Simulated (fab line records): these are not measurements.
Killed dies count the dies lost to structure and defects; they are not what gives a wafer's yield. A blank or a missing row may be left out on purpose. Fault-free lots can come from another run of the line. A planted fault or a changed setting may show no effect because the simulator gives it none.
Struck lot and sound lot, side by side + flow sfq-line + 26 out of 325 route steps
Sound: the wafers L307.2, L307.3, L307.4. Struck: wafer L318.5 (left out: L318.2, L318.4 of the same lot, which were not struck); the cause appears at the end.
Order at every step that has rows: each side's tool, ch and its chambers, its first start. Under that, the readings that differ: sound wafers + struck wafers + difference of the means + sigmas: that difference in standard deviations of wafers without a fault.
alike: readings with means less than 2 such deviations apart, plus words and numbers identical on both sides. not compared: withheld readings, readings lacking a value on some wafer, bounds such as >300 that could conceal the same value, and numbers that have no deviation in the record and whose values overlap.
A row with sigmas, a row that says differs or no value, or rows on one side alone: a step with any of these is where the two part. When numbers do not overlap yet have no deviation, they are printed without sigmas and do not part them. Lack of a reading on every wafer of one side parts them only where that side has two or more wafers.

SFQ_L0_RS_MEAS_901: the measuring method here is four-point-probe.
  struck on film-metro-03, day 3 19:35; sound on film-metro-01, day 1 12:35
  alike: L0_MONX_KI_RS
SFQ_L0_THK_MEAS_902: measures by xrf.
  struck on film-metro-03, day 3 19:41; sound on film-metro-01, day 1 12:41
  alike: L0_MONX_KI_THK
then, 6 steps without rows for these wafers: SFQ_TRILAYER_L0_LITHO_COAT_010 (resist thk 62 nm); SFQ_TRILAYER_L0_LITHO_COAT_005 (resist thk 600 nm); SFQ_TRILAYER_L0_LITHO_SOFTBAKE_009; SFQ_TRILAYER_L0_LITHO_EXPOSE_006 (exposes mask L0, target cd 2000 nm); SFQ_TRILAYER_L0_LITHO_PEB_008 (peb time 60 s); SFQ_TRILAYER_L0_LITHO_DEVELOP_007 (time 60 s).
-- the record jumps here: 3 days lie between the struck wafers' starts before and after --
SFQ_TRILAYER_L0_BARC_OPEN_METAL_ETCH_010: etches BARC in O2, target depth 125 nm, time 41.7 s.
  sound on rie-metal-02 ch 0,1, day 4 09:47; struck on rie-metal-03 ch 1, day 7 01:40
  alike: drypump-motor-current-A, oes-product-au
  not compared: rf-hours-counter-h
SFQ_TRILAYER_L0_ETCH_METAL_ETCH_008: etches MoNx KI in SF6/O2, stops on SiO2, target depth 50 nm, time 25 s.
  sound on rie-metal-02 ch 0,1, day 4 09:50; struck on rie-metal-03 ch 1, day 7 01:43
  alike: drypump-motor-current-A, oes-product-au
  not compared: rf-hours-counter-h
SFQ_TRILAYER_L0_STRIP_STRIP_009: strips in O2.
  sound on rie-metal-02 ch 0,1, day 4 09:53; struck on rie-metal-03 ch 1, day 7 01:46
  alike: drypump-motor-current-A, oes-product-au
  not compared: rf-hours-counter-h
then, 1 step without rows for these wafers: SFQ_TRILAYER_L0_STRIP_SOLV_CLEAN_010 (cleans in NMP, time 600 s).
SFQ_TRILAYER_L0_CAP_PECVD_011: deposits SiO2 from SiH4/N2O, time 13.333 s, target thk 60 nm.
  sound on pecvd-04 ch 0,2, day 4 10:40; struck on pecvd-04 ch 0, day 7 02:32
| reading                                             | sound             | struck | difference | sigmas |
|-----------------------------------------------------|-------------------|--------|------------|--------|
| rf-fwd-power-W (W)                                  | 179.8 181.0 179.8 | 149.7  | -30.5      | -28    |
| model.SiO2_of_TRILAYER_L0_CAP_PECVD_011.thk-nm (nm) | 58.48 57.89 59.63 | 57.75  | -0.92      |        |
  alike: heater-power-w, throttle-valve-pct
then, 6 steps without rows for these wafers: SFQ_TRILAYER_L0_VIA_LITHO_COAT_018 (resist thk 62 nm); SFQ_TRILAYER_L0_VIA_LITHO_COAT_013 (resist thk 650 nm); SFQ_TRILAYER_L0_VIA_LITHO_SOFTBAKE_017; SFQ_TRILAYER_L0_VIA_LITHO_EXPOSE_014 (exposes mask L0V, target cd 700 nm); SFQ_TRILAYER_L0_VIA_LITHO_PEB_016 (peb time 60 s); SFQ_TRILAYER_L0_VIA_LITHO_DEVELOP_015 (time 60 s).
-- the record jumps here: 3 days lie between the struck wafers' starts before and after --
SFQ_L0V_OVL_MEAS_903:
  struck on overlay-01, day 10 09:52; sound on overlay-01, day 5 02:52
  alike: L0V_OVL
SFQ_TRILAYER_L0_VIA_BARC_OPEN_VIA_ETCH_021: etches BARC in O2, target depth 125 nm, time 41.7 s.
  sound on rie-diel-03 ch 1,2,3, day 5 02:53; struck on rie-diel-03 ch 2, day 10 09:53
  alike: drypump-motor-current-A, oes-product-au
  not compared: rf-hours-counter-h
SFQ_TRILAYER_L0_VIA_ETCH_VIA_ETCH_016: etches SiO2 in CHF3, stops on MoNx KI, target depth 80 nm.
  sound on rie-diel-03 ch 1,2,3, day 5 02:56; struck on rie-diel-03 ch 2, day 10 09:56
| reading                         | sound             | struck | difference | sigmas |
|---------------------------------|-------------------|--------|------------|--------|
| model.etch.depth-nm (nm)        | 58.48 57.89 59.63 | 57.75  | -0.92      |        |
| model.L0V.feature-depth-nm (nm) | 58.48 57.89 59.63 | 57.75  | -0.92      |        |
  alike: drypump-motor-current-A, oes-product-au
then, 2 steps without rows for these wafers: SFQ_TRILAYER_L0_VIA_STRIP_STRIP_017 (strips in O2); SFQ_TRILAYER_L0_VIA_STRIP_SOLV_CLEAN_018 (cleans in NMP, time 600 s).
SFQ_TRILAYER_M0_DEP_PRE_CLEAN_020: time 15 s.
  struck on pvd-sputter-06, day 10 10:46; sound on pvd-sputter-06, day 5 03:45
| reading                                             | sound             | struck | difference | sigmas |
|-----------------------------------------------------|-------------------|--------|------------|--------|
| model.SiO2_of_TRILAYER_L0_CAP_PECVD_011.thk-nm (nm) | 53.48 52.89 54.63 | 52.75  | -0.92      |        |
SFQ_TRILAYER_M0_DEP_SPUTTER_019: material Nb, target thk 200 nm, time 133.3 s.
  struck on pvd-sputter-06, day 10 10:47; sound on pvd-sputter-06, day 5 03:47
  alike: substrate-temp-c, throttle-valve-pct

== WHERE THEY PART ==
SFQ_TRILAYER_L0_CAP_PECVD_011 only, going by this record. Later steps at which nothing parts them and some readings are alike: SFQ_L0V_OVL_MEAS_903, SFQ_TRILAYER_L0_VIA_BARC_OPEN_VIA_ETCH_021, SFQ_TRILAYER_L0_VIA_ETCH_VIA_ETCH_016, SFQ_TRILAYER_M0_DEP_SPUTTER_019.

WHY: what had been put in by the simulator
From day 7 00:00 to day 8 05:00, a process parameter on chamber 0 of pecvd-04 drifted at SFQ_TRILAYER_L0_CAP_PECVD_011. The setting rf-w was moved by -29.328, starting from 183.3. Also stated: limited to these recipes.
